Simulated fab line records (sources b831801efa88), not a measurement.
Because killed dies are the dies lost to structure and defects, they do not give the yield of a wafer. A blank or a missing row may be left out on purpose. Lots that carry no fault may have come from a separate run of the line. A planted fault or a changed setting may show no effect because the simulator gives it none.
Comparing a struck lot with a sound one :: flow sky130 :: 43 out of 708 route steps
Sound: wafers L890.1, L890.3, L890.5. Struck: wafer L906.2 (L906.1, L906.4, from the same lot, were not struck and are left out); the cause is given at the end.
Order at every step that has rows: each side's tool, ch and its chambers, its first start. Under that, the readings that differ: sound wafers :: struck wafers :: difference of the means :: sigmas: that difference in standard deviations of wafers without a fault.
alike: words and numbers the same on both sides, and readings whose means are apart by under 2 such deviations; not compared: readings that were withheld, readings missing a value for some wafer, numbers with overlapping values and no deviation given by the record, and bounds like >300 which may hide the same value.
Wherever a step has rows on one side only, a row that says differs or no value, or a row with sigmas, the two part there. Non-overlapping numbers with no deviation appear without sigmas and do not part them. Lack of a reading on every wafer of one side parts them only where that side has two or more wafers.

first, 1 step without rows for these wafers: SKY_VT_ADJUST_LVTN_IMPLANT_08.
SKY_VT_ADJUST_LVTN_STRIP_09: strips in O2/N2.
  sound on plasma asher-02 ch 0,1, day 7 06:59; struck on plasma asher-02 ch 0, day 11 17:23
  alike: drypump motor current A, oes product au, strip time to endpoint s
  not compared: rf hours counter h
SKY_VT_ADJUST_LVTN_TW_MEAS_10:
  sound on film metro-03 at day 7 07:05; struck on film metro-02 at day 11 17:29
  alike: VT_ADJUST_LVTN_TW
then, 7 steps without rows for these wafers: SKY_VT_ADJUST_LVTN_DEHYDRATE_11 (time 60 s); SKY_VT_ADJUST_LVTN_HMDS_12 (prime time 60 s); SKY_VT_ADJUST_LVTN_COAT_13 (resist thk 1140 nm); SKY_VT_ADJUST_LVTN_SOFTBAKE_14 (time 60 s); SKY_VT_ADJUST_LVTN_EXPOSE_15 (exposes mask HVN STD DERIVED, target cd 600 nm); SKY_VT_ADJUST_LVTN_PEB_16; SKY_VT_ADJUST_LVTN_DEVELOP_17 (develop time 60 s).
SKY_VT_ADJUST_LVTN_OVL_MEAS_18:
  sound on overlay-02 at day 8 03:00; struck on overlay-01 at day 12 18:18
reading: VT_ADJUST_LVTN_01_OVL (nm)
sound: 1.0 0.8 1.2
struck: -2.5
difference: -3.5
sigmas: -2
then, 1 step without rows for these wafers: SKY_VT_ADJUST_LVTN_IMPLANT_19.
SKY_VT_ADJUST_LVTN_STRIP_20: strips in O2/N2.
  sound on plasma asher-02 ch 0,1, day 8 03:11; struck on plasma asher-03 ch 0, day 12 18:29
  alike: drypump motor current A, oes product au, strip time to endpoint s
  not compared: rf hours counter h
SKY_VT_ADJUST_LVTN_TW_MEAS_21:
  sound on film metro-02 at day 8 03:17; struck on film metro-02 at day 12 18:35
reading: VT_ADJUST_LVTN_2_TW
sound: 190.4 189.7 189.6
struck: 187.3
difference: -2.6
sigmas: -2
then, 7 steps without rows for these wafers: SKY_VT_ADJUST_NCORE_DEHYDRATE_00 (time 60 s); SKY_VT_ADJUST_NCORE_HMDS_01 (prime time 60 s); SKY_VT_ADJUST_NCORE_COAT_02 (resist thk 1140 nm); SKY_VT_ADJUST_NCORE_SOFTBAKE_03 (time 60 s); SKY_VT_ADJUST_NCORE_EXPOSE_04 (exposes mask LVTN COMPLEMENT THIN, target cd 380 nm); SKY_VT_ADJUST_NCORE_PEB_05; SKY_VT_ADJUST_NCORE_DEVELOP_06 (develop time 60 s).
SKY_VT_ADJUST_NCORE_CD_MEAS_07: target cd 380 nm.
  sound on cd sem-01 at day 8 22:59; struck on cd sem-02 at day 13 19:20
  alike: cd nm
SKY_VT_ADJUST_NCORE_OVL_MEAS_08:
  sound on overlay-02 at day 8 23:06; struck on overlay-01 at day 13 19:27
  alike: VT_ADJUST_NCORE_OVL
then, 1 step without rows for these wafers: SKY_VT_ADJUST_NCORE_IMPLANT_09.
SKY_VT_ADJUST_NCORE_STRIP_10: strips in O2/N2.
  sound on plasma asher-02 ch 0, day 8 23:17; struck on plasma asher-04 ch 1, day 13 19:38
reading: oes product au (a.u.)
sound: 0.721 0.717 0.722
struck: 0.710
difference: -0.010
sigmas: -2
  alike: drypump motor current A, strip time to endpoint s
  not compared: rf hours counter h
SKY_VT_ADJUST_NCORE_TW_MEAS_11:
  sound on film metro-01 at day 8 23:23; struck on film metro-03 at day 13 19:44
  alike: VT_ADJUST_NCORE_TW
then, 7 steps without rows for these wafers: SKY_VT_ADJUST_HVTR_DEHYDRATE_00 (time 60 s); SKY_VT_ADJUST_HVTR_HMDS_01 (prime time 60 s); SKY_VT_ADJUST_HVTR_COAT_02 (resist thk 1140 nm); SKY_VT_ADJUST_HVTR_SOFTBAKE_03 (time 60 s); SKY_VT_ADJUST_HVTR_EXPOSE_04 (exposes mask HVTRM, target cd 380 nm); SKY_VT_ADJUST_HVTR_PEB_05; SKY_VT_ADJUST_HVTR_DEVELOP_06 (develop time 60 s).
SKY_VT_ADJUST_HVTR_CD_MEAS_07: target cd 380 nm.
  sound on cd sem-02 at day 9 19:25; struck on cd sem-01 at day 14 21:50
  alike: cd nm
SKY_VT_ADJUST_HVTR_OVL_MEAS_08:
  sound on overlay-02 at day 9 19:32; struck on overlay-02 at day 14 21:57
  alike: VT_ADJUST_HVTR_OVL
then, 1 step without rows for these wafers: SKY_VT_ADJUST_HVTR_IMPLANT_09.
SKY_VT_ADJUST_HVTR_STRIP_10: strips in O2/N2.
  sound on plasma asher-01 ch 0,1, day 9 19:43; struck on plasma asher-02 ch 0, day 14 22:08
  alike: drypump motor current A, oes product au, strip time to endpoint s
  not compared: rf hours counter h
SKY_VT_ADJUST_HVTR_TW_MEAS_11:
  sound on film metro-01 at day 9 19:49; struck on film metro-01 at day 14 22:14
  alike: VT_ADJUST_HVTR_TW
then, 4 steps without rows for these wafers: SKY_VT_ADJUST_PCH_DEHYDRATE_00 (time 60 s); SKY_VT_ADJUST_PCH_HMDS_01 (prime time 60 s); SKY_VT_ADJUST_PCH_COAT_02 (resist thk 3000 nm); SKY_VT_ADJUST_PCH_SOFTBAKE_03.
-- record jumps: 35 days separate the struck wafers' starts on either side; left off in module VT_ADJUST_PCH, taken up again in module PAD_OPEN, whose first shown step is the route's number 708 --
SKY_PAD_OPEN_PROBE_99:
  sound on prober-02 at day 45 22:33; struck on prober-01 at day 50 07:52
reading: killed at contacts
sound: 22 21 21
struck: 33
difference: +12
sigmas: +2

reading: killed at front end
sound: 12 15 17
struck: 82
difference: +67
sigmas: +15

reading: killed dies
sound: 86 87 89
struck: 156
difference: +69
sigmas: +7
  alike: killed_at_M0_to_M3, killed_at_M4_up, killed at other, killed open, killed short

== WHERE THEY PART ==
At SKY_VT_ADJUST_LVTN_OVL_MEAS_18 first; at SKY_PAD_OPEN_PROBE_99 last (within this record only).

WHY: what the simulator had put in
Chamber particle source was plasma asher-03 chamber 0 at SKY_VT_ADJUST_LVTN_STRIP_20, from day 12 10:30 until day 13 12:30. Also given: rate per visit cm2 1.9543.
